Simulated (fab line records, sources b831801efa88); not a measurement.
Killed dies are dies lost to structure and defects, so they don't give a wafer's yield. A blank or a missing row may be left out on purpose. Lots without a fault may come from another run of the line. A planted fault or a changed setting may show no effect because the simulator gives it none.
fab line records | flow sky130
record lots=11 wafers=33 last_day=50
route steps=708 shown CAPM@549 METAL3@569 VIA3@573 PAD_OPEN@708
lots that met no fault: from a run of the same line without faults
start_h: hours from the record's first day to the start of the lot's first wafer shown | wait_h: hours since the lot's step before | " the same as in the row above | L1.1+2: a row that stands for several wafers | - no value, or no start given | * or withheld: withheld | < > ~ a bound
route shown NAME@n: a module of which the file shows steps, and the number in the route of the first | usual: mean/standard deviation of fault-free wafers | same: alike in all rows | chamber/n: place in a boat | sites: the reading at each site | _std_site: their standard deviation | _edge_site: outer sites' mean less inner sites' | radius_mm: how far each site lies from the wafer's centre | mask NAME#n: copy n | behind: the tool/chamber that last shaped the wafer | hold: why the lot was held/for how many hours/how that ended | device: the transistor (n, p or np) that didn't switch | end of line: the same wafers' tests at the end of the route | a step without rows: its recipe alone | killed: dies lost to structure and defects at the first sort, not the wafer's yield | map: a wafer's dies, x killed, . not, _ none there
set.NAME: the setting as run; set.NAME@STEP: as run at that earlier step | model.NAME: the simulator's own value behind a step, which no gauge read
steps of the route over a sample of lots; a table a step, a row a wafer
services: from which hour (start_h, from the record's first day; less than 0 if before it) a tool's chamber was out of use, for how many hours, and why
## steps
# step SKY_CAPM_OVL_MEAS_12
# usual CAPM_OVL=-0.2/1.6
# columns lot.wafer tool chamber start_h wait_h CAPM_OVL[nm]
L772.1 overlay-02 - 877.03 0.1 0.4
L772.3 " - " " 0.2
L772.4 " - " " 2.8
L774.1 overlay-02 - 893.53 0.1 -0.1
L774.4 " - " " -2.1
L774.5 " - " " 0.3
L777.2 overlay-02 - 922.18 0.1 -0.9
L777.4 " - " " -0.2
L777.6 " - " " -0.2
L779.3 overlay-02 - 943.79 0.1 3.3
L779.4 " - " " 2.1
L779.5 " - " " 3.2
L782.2 overlay-01 - 954.20 0.1 -2.5
L782.3 " - " " -2.4
L782.5 " - " " -2.9
L784.2 overlay-01 - 971.20 0.1 2.0
L784.4 " - " " 0.3
L784.5 " - " " 0.0
L788.1 overlay-01 - 991.76 0.1 -0.9
L788.2 " - " " -1.8
L788.6 " - " " 0.9
L789.1 overlay-01 - 997.29 0.1 2.4
L789.2 " - " " 2.6
L789.5 " - " " 0.9
L790.1 overlay-01 - 1006.49 0.1 -1.5
L790.4 " - " " -1.6
L790.6 " - " " 0.5
L791.1 overlay-02 - 1012.53 0.1 1.4
L791.3 " - " " 2.3
L791.6 " - " " 0.5
L795.2 overlay-02 - 1035.15 0.1 0.1
L795.3 " - " " -1.5
L795.5 " - " " -0.6
# step SKY_METAL3_STRIP_19
# recipe chemistry=O2/N2 power_w=1400 pressure_mtorr=1500 platen_temp_c=withheld o2_flow_sccm=3000 n2_flow_sccm=300 overash_fraction=0.5
# usual drypump_motor_current_A=5.6/0.67 oes_product_au=0.504/0.0068 strip_time_to_endpoint_s=6.57/0.11
# columns lot.wafer tool chamber start_h wait_h drypump_motor_current_A oes_product_au rf_hours_counter_h strip_time_to_endpoint_s
L772.1 plasma_asher-01 0 904.30 0.1 6.6 0.507 81 6.59
L772.3 " 1 " " 5.1 0.499 - 6.55
L772.4 " 0 " " 6.5 0.515 - 6.59
L774.1 plasma_asher-02 1 919.21 0.1 4.8 0.502 17 6.58
L774.4 " 0 " " 6.1 0.506 - 6.56
L774.5 " 1 " " 4.7 0.506 - 6.54
L777.2 plasma_asher-01 1 948.04 0.1 5.1 0.502 87 6.64
L777.4 " 1 " " 5.1 0.504 - 6.62
L777.6 " 1 " " 5.1 0.510 - 6.63
L779.3 plasma_asher-02 1 968.86 0.2 4.8 0.506 - 6.59
L779.4 " 0 " " 6.1 0.497 - 6.57
L779.5 " 1 " " 4.8 0.503 - 6.61
L782.2 plasma_asher-03 0 978.80 0.1 5.4 0.498 48 6.52
L782.3 " 1 " " 5.8 0.504 - 6.55
L782.5 " 0 " " 5.4 0.507 - 6.60
L784.2 plasma_asher-01 0 995.66 0.1 6.6 0.508 91 6.67
L784.4 " 0 " " 6.6 0.506 - 6.65
L784.5 " 1 " " 5.1 0.499 - 6.51
L788.1 plasma_asher-03 1 1015.81 0.1 5.8 0.507 52 6.60
L788.2 " 0 " " 5.4 0.507 52 6.63
L788.6 " 0 " " 5.4 0.510 - 6.64
L789.1 plasma_asher-02 1 1021.84 0.1 4.7 0.509 28 6.72
L789.2 " 0 " " 6.1 0.496 28 6.54
L789.5 " 1 " " 4.7 0.498 - 6.49
L790.1 plasma_asher-01 0 1029.96 0.1 6.5 0.506 95 6.53
L790.4 " 0 " " 6.6 0.505 - 6.58
L790.6 " 1 " " 5.0 0.510 - 6.69
L791.1 plasma_asher-03 0 1036.25 0.1 5.5 0.515 54 6.75
L791.3 " 0 " " 5.4 0.501 - 6.52
L791.6 " 0 " " 5.4 0.515 - 6.74
L795.2 plasma_asher-02 1 1057.96 0.1 4.8 0.505 32 6.70
L795.3 " 1 " " 4.8 0.503 - 6.45
L795.5 " 1 " " 4.8 0.509 - 6.71
# step SKY_VIA3_HDPCVD_00
# recipe material=SiO2 target_thk_nm=1635 sigma_open_frac=0.3 time_s=272.5 temp_c=400 sih4_flow_sccm=60 pressure_mtorr=6
# usual sih4_flow_sccm=60.01/0.17
# columns lot.wafer tool chamber start_h wait_h sih4_flow_sccm
L772.1 hdpcvd-01 2 904.98 0.0 59.98
L772.3 " 1 " " 60.18
L772.4 " 2 " " 59.86
L774.1 hdpcvd-02 0 919.83 0.0 59.83
L774.4 " 1 " " 60.15
L774.5 " 0 " " 59.92
L777.2 hdpcvd-01 1 948.63 0.0 60.21
L777.4 " 2 " " 60.12
L777.6 " 1 " " 59.98
L779.3 hdpcvd-02 0 969.42 0.0 60.16
L779.4 " 1 " " 59.92
L779.5 " 0 " " 59.93
L782.2 hdpcvd-01 0 979.39 0.0 60.01
L782.3 " 2 " " 60.34
L782.5 " 0 " " 60.01
L784.2 hdpcvd-01 2 996.25 0.0 60.24
L784.4 " 2 " " 60.35
L784.5 " 0 " " 59.65
L788.1 hdpcvd-01 1 1016.44 0.0 71.89
L788.2 " 2 " " 72.13
L788.6 " 0 " " 71.63
L789.1 hdpcvd-01 2 1022.47 0.0 72.31
L789.2 " 0 " " 72.18
L789.5 " 0 " " 72.02
L790.1 hdpcvd-02 0 1030.55 0.0 60.06
L790.4 " 1 " " 59.82
L790.6 " 0 " " 60.14
L791.1 hdpcvd-02 2 1036.84 0.0 60.19
L791.3 " 0 " " 59.96
L791.6 " 1 " " 60.18
L795.2 hdpcvd-02 2 1058.55 0.0 59.99
L795.3 " 0 " " 60.20
L795.5 " 0 " " 60.26
# step SKY_VIA3_THK_MEAS_01
# recipe reads=SiO2_of_VIA3_HDPCVD_00
# usual VIA3_HDPCVD_THK=1644/23
# columns lot.wafer tool chamber start_h wait_h VIA3_HDPCVD_THK[nm]
L772.1 film_metro-04 - 905.15 0.1 1616
L772.3 " - " " 1641
L772.4 " - " " 1635
L774.1 film_metro-04 - 920.00 0.1 1660
L774.4 " - " " 1642
L774.5 " - " " 1651
L777.2 film_metro-01 - 948.81 0.1 1606
L777.4 " - " " 1629
L777.6 " - " " 1611
L779.3 film_metro-01 - 969.61 0.1 1648
L779.4 " - " " 1644
L779.5 " - " " 1659
L782.2 film_metro-04 - 979.57 0.1 1600
L782.3 " - " " 1637
L782.5 " - " " 1608
L784.2 film_metro-04 - 996.43 0.1 1651
L784.4 " - " " 1641
L784.5 " - " " 1635
L788.1 film_metro-01 - 1016.61 0.1 1932
L788.2 " - " " 1977
L788.6 " - " " 1951
L789.1 film_metro-04 - 1022.64 0.1 1979
L789.2 " - " " 1960
L789.5 " - " " 1966
L790.1 film_metro-01 - 1030.72 0.1 1659
L790.4 " - " " 1652
L790.6 " - " " 1658
L791.1 film_metro-01 - 1037.01 0.1 1671
L791.3 " - " " 1624
L791.6 " - " " 1621
L795.2 film_metro-02 - 1058.73 0.1 1663
L795.3 " - " " 1627
L795.5 " - " " 1618
# step SKY_VIA3_ETCH_15
# recipe target=SiO2 chemistry=C4F8/O2/Ar target_depth_nm=507 stop_on=TiN mask_material=KrF-thick source_w=1500 bias_w=1200 pressure_mtorr=40 c4f8_flow_sccm=withheld O2_flow_sccm=6 Ar_flow_sccm=300 time_s=78
# usual oes_product_au=0.945/0.0049
# columns lot.wafer tool chamber start_h wait_h oes_product_au rf_hours_counter_h
L772.1 rie_diel-04 3 930.29 0.0 0.944 4
L772.3 " 2 " " 0.945 9
L772.4 " 0 " " 0.947 16
L774.1 rie_diel-02 3 944.36 0.0 0.946 4
L774.4 " 0 " " 0.943 2
L774.5 " 1 " " 0.949 -
L777.2 rie_diel-04 3 974.14 0.0 0.951 6
L777.4 " 3 " " 0.943 -
L777.6 " 2 " " 0.942 -
L779.3 rie_diel-04 2 993.80 0.0 0.948 11
L779.4 " 0 " " 0.949 18
L779.5 " 0 " " 0.946 -
L782.2 rie_diel-02 0 1003.40 0.0 0.948 4
L782.3 " 1 " " 0.941 23
L782.5 " 1 " " 0.946 -
L784.2 rie_diel-04 3 1019.70 0.0 0.951 7
L784.4 " 0 " " 0.953 -
L784.5 " 3 " " 0.944 -
L788.1 rie_diel-04 1 1040.16 0.0 0.946 13
L788.2 " 0 " " 0.947 19
L788.6 " 1 " " 0.949 -
L789.1 rie_diel-02 3 1045.94 0.0 0.951 7
L789.2 " 0 " " 0.936 5
L789.5 " 3 " " 0.945 -
L790.1 rie_diel-02 2 1054.49 0.0 0.941 10
L790.4 " 0 " " 0.940 6
L790.6 " 3 " " 0.951 -
L791.1 rie_diel-02 2 1060.41 0.0 0.945 10
L791.3 " 3 " " 0.942 7
L791.6 " 3 " " 0.944 -
L795.2 rie_diel-02 0 1080.49 0.0 0.939 6
L795.3 " 1 " " 0.942 26
L795.5 " 1 " " 0.949 -
# step SKY_PAD_OPEN_PROBE_99
# usual defect_limited_yield=82.4/2 killed_at_M0_to_M3=43/6.6 killed_at_M4_up=3.0/1.7 killed_at_contacts=24/5.4 killed_at_front_end=16/4.6 killed_at_other=0.3/0.53 killed_dies=87/9.7 killed_open=47/7.3 killed_short=39/6.5 sort_bin_3_pad_short=0.9/0.41 sort_bin_5_function=10.4/1.4 sort_bin_6_memory=6.3/1.2 sort_n_pass=405/9.7 sort_yield_pct=82.4/2
# same gross_dies=492 killed_at_back_side=0 sort_bin_4_leakage[%]=0 sort_bin_8_speed[%]=0
# columns lot.wafer tool chamber start_h wait_h defect_limited_yield[%] killed_at_M0_to_M3 killed_at_M4_up killed_at_contacts killed_at_front_end killed_at_other killed_dies killed_open killed_short sort_bin_3_pad_short[%] sort_bin_5_function[%] sort_bin_6_memory[%] sort_n_pass sort_yield_pct[%]
L772.1 prober-01 - 1076.21 0.1 84.1 41 5 23 9 0 78 43 33 0.6 9.8 5.5 414 84.1
L772.3 prober-01 - 1076.31 0.2 80.3 53 4 16 24 0 97 54 43 1.0 12.0 6.7 395 80.3
L772.4 prober-01 - 1076.36 0.2 86.0 35 4 18 12 0 69 41 28 1.2 7.7 5.1 423 86.0
L774.1 prober-01 - 1089.43 0.1 83.9 46 5 18 9 1 79 33 45 0.8 8.9 6.3 413 83.9
L774.4 prober-01 - 1089.58 0.2 84.1 31 2 25 19 1 78 34 44 0.6 9.6 5.7 414 84.1
L774.5 prober-01 - 1089.63 0.2 82.9 45 5 28 6 0 84 53 31 0.6 9.8 6.7 408 82.9
L777.2 prober-02 - 1114.25 0.1 82.9 44 2 28 10 0 84 45 39 0.6 11.0 5.5 408 82.9
L777.4 prober-02 - 1114.35 0.2 81.3 48 4 22 17 1 92 44 48 1.4 12.0 5.3 400 81.3
L777.6 prober-02 - 1114.45 0.2 84.6 37 6 27 6 0 76 33 43 1.4 10.2 3.9 416 84.6
L779.3 prober-01 - 1128.99 0.2 83.1 36 6 27 12 2 83 52 31 0.6 10.4 5.9 409 83.1
L779.4 prober-01 - 1129.04 0.2 81.3 47 3 19 22 1 92 53 39 0.2 12.4 6.1 400 81.3
L779.5 prober-01 - 1129.09 0.2 81.1 44 2 27 19 1 93 54 39 0.8 11.6 6.5 399 81.1
L782.2 prober-02 - 1138.36 0.1 83.9 36 0 25 18 0 79 45 34 0.8 8.3 6.9 413 83.9
L782.3 prober-02 - 1138.41 0.2 78.0 52 2 29 24 1 108 50 56 1.4 12.0 8.5 384 78.0
L782.5 prober-02 - 1138.51 0.2 83.3 36 1 27 17 1 82 41 41 0.8 10.6 5.3 410 83.3
L784.2 prober-02 - 1152.23 0.1 86.6 31 4 9 22 0 66 35 31 0 8.9 4.5 426 86.6
L784.4 prober-02 - 1152.33 0.2 83.7 44 5 22 9 0 80 40 40 0.8 9.8 5.7 412 83.7
L784.5 prober-02 - 1152.38 0.2 80.5 44 4 30 18 0 96 53 43 0.8 11.8 6.9 396 80.5
L788.1 prober-02 - 1166.65 0.1 81.9 49 1 23 16 0 89 48 41 0.8 9.6 7.7 403 81.9
L788.2 prober-02 - 1166.70 0.1 81.9 44 2 30 13 0 89 55 34 0.6 12.2 5.3 403 81.9
L788.6 prober-02 - 1166.90 0.2 82.9 45 4 23 12 0 84 45 39 0.6 10.4 6.1 408 82.9
L789.1 prober-01 - 1171.40 0.1 83.9 39 1 22 17 0 79 38 41 1.0 8.5 6.5 413 83.9
L789.2 prober-01 - 1171.45 0.1 85.8 37 4 16 13 0 70 35 35 1.8 8.5 3.9 422 85.8
L789.5 prober-01 - 1171.60 0.2 81.7 49 0 24 16 1 90 46 43 1.0 11.2 6.1 402 81.7
L790.1 prober-02 - 1177.78 0.1 80.9 42 6 31 15 0 94 55 39 0.8 9.3 8.9 398 80.9
L790.4 prober-02 - 1177.93 0.2 81.3 42 1 31 18 0 92 46 46 1.0 11.0 6.7 400 81.3
L790.6 prober-02 - 1178.03 0.2 79.5 43 4 36 18 0 101 48 53 1.4 13.4 5.7 391 79.5
L791.1 prober-01 - 1182.68 0.1 81.7 55 4 26 5 0 90 46 44 1.2 10.2 6.9 402 81.7
L791.3 prober-01 - 1182.78 0.2 83.1 33 4 23 23 0 83 41 42 1.6 8.9 6.3 409 83.1
L791.6 prober-01 - 1182.93 0.2 85.2 36 1 20 16 0 73 35 38 1.0 8.5 5.3 419 85.2
L795.2 prober-01 - 1200.01 0.1 82.9 41 2 22 18 1 84 50 33 1.0 9.8 6.3 408 82.9
L795.3 prober-01 - 1200.06 0.2 83.1 36 7 26 13 1 83 44 38 1.0 10.0 5.9 409 83.1
L795.5 prober-01 - 1200.16 0.2 79.3 48 2 35 16 1 102 59 42 0.8 12.2 7.7 390 79.3
# killed by level:class
L772.1 VIA1:geometric_particle:open=10 CONTACT:geometric_particle:open=7 VIA1:geometric_particle:short=6 VIA2:geometric_particle:open=6 LI_CONTACT:geometric_particle:open=5 CONTACT:geometric_particle:short=5 VIA3:geometric_particle:open=5 POLY_GATE:geometric_particle:short=3
L772.3 VIA1:geometric_particle:open=19 FIELD_ISO:geometric_particle:short=7 CONTACT:geometric_particle:open=7 POLY_GATE:geometric_particle:open=6 METAL3:geometric_particle:short=6 VIA1:geometric_particle:short=5 FIELD_ISO:geometric_particle:open=4 VIA2:geometric_particle:short=4
L772.4 CONTACT:geometric_particle:open=8 VIA1:geometric_particle:open=8 METAL1:geometric_particle:short=7 VIA2:geometric_particle:open=6 LI_CONTACT:geometric_particle:open=5 POLY_GATE:geometric_particle:open=4 VIA1:geometric_particle:short=4 VIA3:geometric_particle:open=4
L774.1 METAL1:geometric_particle:short=9 VIA2:geometric_particle:open=6 METAL3:geometric_particle:short=6 VIA3:geometric_particle:open=6 CONTACT:geometric_particle:open=5 VIA1:geometric_particle:short=5 FIELD_ISO:geometric_particle:open=4 CONTACT:geometric_particle:short=4
L774.4 CONTACT:geometric_particle:short=8 VIA1:geometric_particle:open=7 FIELD_ISO:geometric_particle:open=6 FIELD_ISO:geometric_particle:short=6 LOCAL_INTERCONNECT:geometric_particle:short=6 CONTACT:geometric_particle:open=6 METAL1:geometric_particle:short=5 VIA1:geometric_particle:short=4
L774.5 CONTACT:geometric_particle:open=13 VIA3:geometric_particle:open=13 VIA1:geometric_particle:open=8 LI_CONTACT:geometric_particle:open=7 METAL2:geometric_particle:short=7 METAL1:geometric_particle:short=4 VIA2:geometric_particle:open=4 FIELD_ISO:geometric_particle:open=3
L777.2 VIA1:geometric_particle:open=13 CONTACT:geometric_particle:open=9 LI_CONTACT:geometric_particle:open=7 METAL1:geometric_particle:short=7 METAL2:geometric_particle:short=5 FIELD_ISO:geometric_particle:open=4 LOCAL_INTERCONNECT:geometric_particle:short=4 CONTACT:geometric_particle:short=4
L777.4 VIA1:geometric_particle:open=10 VIA2:geometric_particle:open=7 METAL2:geometric_particle:short=7 POLY_GATE:geometric_particle:short=6 LI_CONTACT:geometric_particle:open=6 VIA3:geometric_particle:open=6 LOCAL_INTERCONNECT:geometric_particle:short=5 CONTACT:geometric_particle:open=5
L777.6 CONTACT:geometric_particle:open=10 METAL2:geometric_particle:short=8 VIA3:geometric_particle:open=7 LOCAL_INTERCONNECT:geometric_particle:short=6 METAL4:geometric_particle:short=5 LI_CONTACT:geometric_particle:open=4 VIA1:geometric_particle:open=4 VIA2:geometric_particle:short=4
L779.3 VIA1:geometric_particle:open=14 LI_CONTACT:geometric_particle:open=7 LI_CONTACT:geometric_particle:short=5 CONTACT:geometric_particle:open=5 VIA2:geometric_particle:open=5 POLY_GATE:geometric_particle:open=4 LOCAL_INTERCONNECT:geometric_particle:open=4 METAL1:geometric_particle:short=4
L779.4 VIA2:geometric_particle:open=10 VIA3:geometric_particle:open=9 VIA1:geometric_particle:open=8 FIELD_ISO:geometric_particle:open=7 LI_CONTACT:geometric_particle:open=7 CONTACT:geometric_particle:open=7 METAL2:geometric_particle:short=6 POLY_GATE:geometric_particle:short=5
L779.5 CONTACT:geometric_particle:open=10 VIA1:geometric_particle:open=9 LI_CONTACT:geometric_particle:open=8 VIA2:geometric_particle:open=8 FIELD_ISO:geometric_particle:open=7 METAL1:geometric_particle:short=7 METAL2:geometric_particle:short=6 CONTACT:geometric_particle:short=5
L782.2 CONTACT:geometric_particle:open=10 LI_CONTACT:geometric_particle:open=8 VIA1:geometric_particle:open=7 VIA2:geometric_particle:open=7 METAL1:geometric_particle:short=6 FIELD_ISO:geometric_particle:short=5 VIA3:geometric_particle:short=4 LOCAL_INTERCONNECT:geometric_particle:short=4
L782.3 VIA1:geometric_particle:open=11 LOCAL_INTERCONNECT:geometric_particle:short=8 CONTACT:geometric_particle:open=8 LI_CONTACT:geometric_particle:open=7 FIELD_ISO:geometric_particle:open=6 VIA2:geometric_particle:short=6 METAL1:geometric_particle:short=6 METAL2:geometric_particle:short=6
L782.5 LI_CONTACT:geometric_particle:open=10 POLY_GATE:geometric_particle:open=7 LOCAL_INTERCONNECT:geometric_particle:short=7 VIA1:geometric_particle:open=7 VIA3:geometric_particle:open=6 VIA2:geometric_particle:short=5 METAL2:geometric_particle:short=5 POLY_GATE:geometric_particle:short=4
L784.2 VIA1:geometric_particle:open=8 CONTACT:geometric_particle:open=6 FIELD_ISO:geometric_particle:short=5 POLY_GATE:geometric_particle:open=5 VIA1:geometric_particle:short=5 VIA2:geometric_particle:short=5 FIELD_ISO:geometric_particle:open=4 VIA3:geometric_particle:open=4
L784.4 VIA1:geometric_particle:open=14 VIA1:geometric_particle:short=8 LI_CONTACT:geometric_particle:open=7 CONTACT:geometric_particle:open=7 METAL1:geometric_particle:short=6 LOCAL_INTERCONNECT:geometric_particle:short=5 FIELD_ISO:geometric_particle:short=4 VIA2:geometric_particle:open=4
L784.5 VIA1:geometric_particle:open=11 CONTACT:geometric_particle:open=9 LOCAL_INTERCONNECT:geometric_particle:short=8 VIA2:geometric_particle:open=8 POLY_GATE:geometric_particle:short=6 METAL2:geometric_particle:short=6 CONTACT:geometric_particle:short=6 POLY_GATE:geometric_particle:open=5
L788.1 VIA1:geometric_particle:open=14 CONTACT:geometric_particle:open=8 LOCAL_INTERCONNECT:geometric_particle:short=6 CONTACT:geometric_particle:short=6 METAL1:geometric_particle:short=6 VIA1:geometric_particle:short=6 VIA2:geometric_particle:open=6 POLY_GATE:geometric_particle:open=5
L788.2 VIA1:geometric_particle:open=12 VIA2:geometric_particle:open=10 LI_CONTACT:geometric_particle:open=9 FIELD_ISO:geometric_particle:open=9 CONTACT:geometric_particle:short=8 CONTACT:geometric_particle:open=8 VIA1:geometric_particle:short=8 VIA3:geometric_particle:open=5
L788.6 VIA1:geometric_particle:open=13 VIA2:geometric_particle:open=7 CONTACT:geometric_particle:open=6 LI_CONTACT:geometric_particle:short=6 LI_CONTACT:geometric_particle:open=5 METAL2:geometric_particle:short=5 VIA1:geometric_particle:short=5 VIA3:geometric_particle:open=5
L789.1 CONTACT:geometric_particle:open=11 VIA3:geometric_particle:open=7 VIA1:geometric_particle:short=6 VIA1:geometric_particle:open=6 POLY_GATE:geometric_particle:short=5 METAL1:geometric_particle:short=5 METAL2:geometric_particle:short=5 FIELD_ISO:geometric_particle:short=3
L789.2 VIA1:geometric_particle:open=12 CONTACT:geometric_particle:open=7 METAL1:geometric_particle:short=7 VIA3:geometric_particle:open=5 VIA3:geometric_particle:short=5 LOCAL_INTERCONNECT:geometric_particle:short=5 FIELD_ISO:geometric_particle:short=3 FIELD_ISO:geometric_particle:open=3
L789.5 CONTACT:geometric_particle:open=10 LI_CONTACT:geometric_particle:open=7 VIA1:geometric_particle:open=7 METAL1:geometric_particle:short=6 METAL3:geometric_particle:short=6 VIA3:geometric_particle:short=6 FIELD_ISO:geometric_particle:open=5 METAL2:geometric_particle:short=5
L790.1 CONTACT:geometric_particle:open=11 VIA1:geometric_particle:open=11 CONTACT:geometric_particle:short=7 METAL1:geometric_particle:short=7 FIELD_ISO:geometric_particle:open=6 VIA2:geometric_particle:open=6 POLY_GATE:geometric_particle:open=6 LI_CONTACT:geometric_particle:open=6
L790.4 CONTACT:geometric_particle:open=13 VIA1:geometric_particle:open=7 VIA1:geometric_particle:short=7 VIA3:geometric_particle:open=6 POLY_GATE:geometric_particle:short=4 LI_CONTACT:geometric_particle:short=4 LI_CONTACT:geometric_particle:open=4 LOCAL_INTERCONNECT:geometric_particle:short=4
L790.6 CONTACT:geometric_particle:open=13 LI_CONTACT:geometric_particle:open=10 LOCAL_INTERCONNECT:geometric_particle:short=8 METAL1:geometric_particle:short=7 VIA1:geometric_particle:short=6 VIA3:geometric_particle:short=6 VIA1:geometric_particle:open=5 VIA2:geometric_particle:open=5
L791.1 CONTACT:geometric_particle:open=10 VIA1:geometric_particle:open=9 VIA2:geometric_particle:open=9 LI_CONTACT:geometric_particle:open=8 METAL1:geometric_particle:short=8 CONTACT:geometric_particle:short=5 VIA1:geometric_particle:short=5 VIA2:geometric_particle:short=5
L791.3 CONTACT:geometric_particle:open=10 CONTACT:geometric_particle:short=9 VIA1:geometric_particle:open=9 POLY_GATE:geometric_particle:short=7 METAL1:geometric_particle:short=6 SPACER:geometric_particle:short=4 FIELD_ISO:geometric_particle:short=4 VIA2:geometric_particle:open=4
L791.6 CONTACT:geometric_particle:open=10 POLY_GATE:geometric_particle:short=6 METAL2:geometric_particle:short=6 VIA3:geometric_particle:open=6 METAL1:geometric_particle:short=5 VIA1:geometric_particle:open=5 VIA3:geometric_particle:short=5 FIELD_ISO:geometric_particle:short=4
L795.2 VIA1:geometric_particle:open=13 CONTACT:geometric_particle:open=9 POLY_GATE:geometric_particle:open=6 VIA2:geometric_particle:open=6 CONTACT:geometric_particle:short=5 VIA3:geometric_particle:open=5 METAL2:geometric_particle:short=4 POLY_GATE:geometric_particle:short=4
L795.3 VIA1:geometric_particle:open=12 LI_CONTACT:geometric_particle:open=9 CONTACT:geometric_particle:open=8 FIELD_ISO:geometric_particle:short=6 METAL1:geometric_particle:short=5 METAL4:geometric_particle:short=5 CONTACT:geometric_particle:short=4 VIA3:geometric_particle:open=4
L795.5 CONTACT:geometric_particle:open=14 VIA1:geometric_particle:open=13 LI_CONTACT:geometric_particle:open=7 METAL2:geometric_particle:short=7 FIELD_ISO:geometric_particle:short=6 VIA3:geometric_particle:open=6 LI_CONTACT:geometric_particle:short=5 METAL1:geometric_particle:short=5
## services
# columns tool chamber start_h hours kind
hdpcvd-02 1 881.63 2.7 repair
hdpcvd-02 0 883.87 7.5 repair
plasma_asher-03 - 886.13 32.1 repair
hdpcvd-01 2 892.49 3.8 repair
plasma_asher-01 - 905.24 1.4 repair
plasma_asher-03 - 918.24 10.0 pm
plasma_asher-03 - 928.24 20.6 pm
plasma_asher-03 - 940.36 5.2 repair
hdpcvd-02 - 950.25 15.0 pm
hdpcvd-02 0 950.25 15.0 vent_cycle
hdpcvd-02 1 950.25 15.0 vent_cycle
hdpcvd-02 2 950.25 15.0 vent_cycle
hdpcvd-02 0 965.25 - clean
hdpcvd-02 1 965.25 - clean
hdpcvd-02 2 965.25 - clean
hdpcvd-01 - 965.29 0.8 pm
hdpcvd-02 0 969.71 12.7 repair
rie_diel-04 1 972.59 8.7 repair
hdpcvd-02 - 995.59 0.7 repair
plasma_asher-02 - 1016.69 2.8 pm
rie_diel-04 2 1016.73 5.7 repair
hdpcvd-02 - 1072.96 4.3 pm
## key
first_sign step=SKY_VIA3_HDPCVD_00 reading=sih4_flow_sccm direction=up sigmas=72 usual=60.01 struck=72.03
effect step=SKY_VIA3_THK_MEAS_01 reading=VIA3_HDPCVD_THK direction=up sigmas=14 usual=1644 struck=1961
met_at SKY_VIA3_HDPCVD_00
struck_lots L788,L789
not_acting_at SKY_CAPM_OVL_MEAS_12,SKY_METAL3_STRIP_19,SKY_VIA3_ETCH_15
onset_between 996.25 1016.44
fault kind=process_parameter_drift tool=hdpcvd-01 chamber=- onset_h=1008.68 steps=SKY_VIA3_HDPCVD_00 channel=sih4_flow_sccm offset=12 shape=step end_h=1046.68 acts_in=these_recipes_only stated=60
